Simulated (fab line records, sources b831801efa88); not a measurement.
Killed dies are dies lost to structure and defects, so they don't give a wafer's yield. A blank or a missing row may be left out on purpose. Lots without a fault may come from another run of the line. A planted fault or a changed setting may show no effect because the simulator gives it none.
A struck lot beside a sound one | flow sky130 | 18 steps out of a route of 708
Sound: wafers L783.3, L783.4, L783.5. Struck: wafers L780.1, L780.3, L780.6. The cause comes at the end.
At each step with rows: each side's tool, then ch and its chambers, then its first start. Under that, the readings that differ: sound wafers | struck wafers | difference of the means | sigmas: that difference in standard deviations of wafers without a fault.
alike: readings whose means differ by less than 2 such deviations, and words and numbers that are the same on both sides. not compared: withheld readings, readings that some wafer has no value for, bounds like >300 that may hide the same value, and numbers for which the record gives no deviation and whose values overlap.
The two part at a step that has a row with sigmas, a row that says differs or no value, or rows on one side only. Numbers that don't overlap but have no deviation are shown without sigmas and don't part them. A reading that every wafer of one side lacks parts them only if that side has two wafers or more.

SKY_POLY_GATE_ETCH_15: etches BARC in N2/H2, stops on SiO2, time 118.5 s, target depth 110 nm.
  sound on rie_diel-01 ch 1,2, day 23 15:47; struck on rie_diel-03 ch 0,1, day 22 20:17
  alike: drypump_motor_current_A, h2_flow_sccm, oes_product_au, throttle_valve_pct
  not compared: rf_hours_counter_h
SKY_POLY_GATE_ETCH_16: etches Si3N4 in CH3F/O2, stops on poly-Si, time 147.5 s, target depth 75 nm.
  sound on rie_diel-01 ch 1,2, day 23 15:52; struck on rie_diel-03 ch 0,1, day 22 20:22
  alike: drypump_motor_current_A, oes_product_au, throttle_valve_pct
  not compared: rf_hours_counter_h
SKY_POLY_GATE_ETCH_17: etches poly-Si in HBr/Cl2, stops on SiO2, target depth 180 nm, time 70.5 s.
  sound on rie_si-02 ch 0,2, day 23 15:58; struck on rie_si-01 ch 0,2, day 22 20:28
  alike: drypump_motor_current_A, oes_product_au, throttle_valve_pct
  not compared: rf_hours_counter_h
SKY_POLY_GATE_STRIP_18: strips in O2/N2.
  sound on plasma_asher-03 ch 0,1, day 23 16:04; struck on plasma_asher-02 ch 1, day 22 20:31
  alike: drypump_motor_current_A, oes_product_au, strip_time_to_endpoint_s
  not compared: rf_hours_counter_h
then, 2 steps without rows for these wafers: SKY_POLY_GATE_CLEAN_19 (cleans in SC1/SC2, time 150 s); SKY_POLY_GATE_OXIDATION_20 (stabilise 600 s, purge 300 s, target thk 4 nm).
SKY_POLY_GATE_THK_MEAS_21:
  sound on film_metro-04, day 23 17:26; struck on film_metro-03, day 22 21:55
  alike: POLY_GATE_OXIDATION_THK
SKY_POLY_GATE_CD_MEAS_22:
  sound on cd_sem-02, day 23 17:32; struck on cd_sem-02, day 22 21:59
  reading    | sound             | struck            | difference | sigmas
  cd_nm (nm) | 145.8 145.2 148.4 | 149.6 151.5 151.4 | +4.4       | +2
then, 4 steps without rows for these wafers: SKY_LDD_N_DEHYDRATE_00 (time 60 s); SKY_LDD_N_HMDS_01 (prime time 60 s); SKY_LDD_N_COAT_02 (resist thk 300 nm); SKY_LDD_N_SOFTBAKE_03 (time 60 s).
SKY_LDD_N_EXPOSE_04: exposes mask NTM, target cd 840 nm.
  sound on iline_stepper-02 ch 0, day 24 08:30; struck on iline_stepper-01 ch 0, day 23 12:54
  reading                       | sound                      | struck            | difference | sigmas
  model.LDD_N.overlay_x_nm (nm) | -0.08464 -0.08464 -0.08464 | 52.93 52.93 52.93 | +53.01     |
  alike: mask
then, 2 steps without rows for these wafers: SKY_LDD_N_PEB_05; SKY_LDD_N_DEVELOP_06 (develop time 60 s).
SKY_LDD_N_OVL_MEAS_07:
  sound on overlay-02, day 24 22:57; struck on overlay-02, day 24 04:12
  reading        | sound       | struck         | difference | sigmas
  LDD_N_OVL (nm) | 0.1 0.3 0.4 | 53.0 53.1 53.6 | +53.0      | +41
then, 2 steps without rows for these wafers: SKY_LDD_N_IMPLANT_08; SKY_PAD_OPEN_PROBE_99.

WHERE THEY PART
First at SKY_POLY_GATE_CD_MEAS_22; last, within this record, at SKY_LDD_N_OVL_MEAS_07.

WHY: what the simulator had put in
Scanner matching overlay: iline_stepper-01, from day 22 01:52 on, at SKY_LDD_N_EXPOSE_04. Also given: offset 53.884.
